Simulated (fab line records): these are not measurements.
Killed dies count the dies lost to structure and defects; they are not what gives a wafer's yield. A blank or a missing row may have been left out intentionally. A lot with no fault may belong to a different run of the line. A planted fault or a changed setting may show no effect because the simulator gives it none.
Chamber matching    flow gf180mcu    GF_V4_CVD_02 on pecvd-04: 3 sister chambers
The step deposits SiO2 from TEOS, target thk 850 nm, time 94.851 s. 6 wafers are shown with their chamber, then 7 later ones without.

== WAFERS, EACH WITH ITS CHAMBER ==
wafer   chamber  heater_power_w (W)
L279.4  1        668
L283.4  1        526
L283.5  2        694
L283.6  0        635
L286.3  0        675
L286.5  2        692

== WAFERS WITHOUT THEIR CHAMBER ==
wafer   heater_power_w (W)
L286.6  660
L288.1  643
L288.4  656
L288.6  706
L291.1  636
L291.4  667
L291.5  607

== CHAMBER TAKEN BY EACH ==
wafer   from the rows above           in truth
L286.6  can't be placed: 0 or 2 or 1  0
L288.1  can't be placed: 0 or 1 or 2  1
L288.4  can't be placed: 0 or 2 or 1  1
L288.6  can't be placed: 2 or 0 or 1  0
L291.1  can't be placed: 0 or 1 or 2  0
L291.4  can't be placed: 0 or 2 or 1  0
L291.5  can't be placed: 1 or 0 or 2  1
Correct placement for 0 of the 7. These rows do not allow placing 7 (true chamber among the candidates in 7). 0 placed wrongly.
How it was worked out, from the rows above alone: a wafer's distance from a chamber is the root of the sum, over the readings, of the square of ((its reading less the chamber's mean) divided by the reading's scatter). If the next closest chamber is less than 2 further off than the closest, the wafer can't be placed; otherwise it belongs to the closest. The mean given for a chamber averages the wafers shown for that chamber. How the scatter is found: for the shown wafers, subtract from each reading the mean of its chamber, square and add these, divide the total by (wafers less chambers), then take the root.
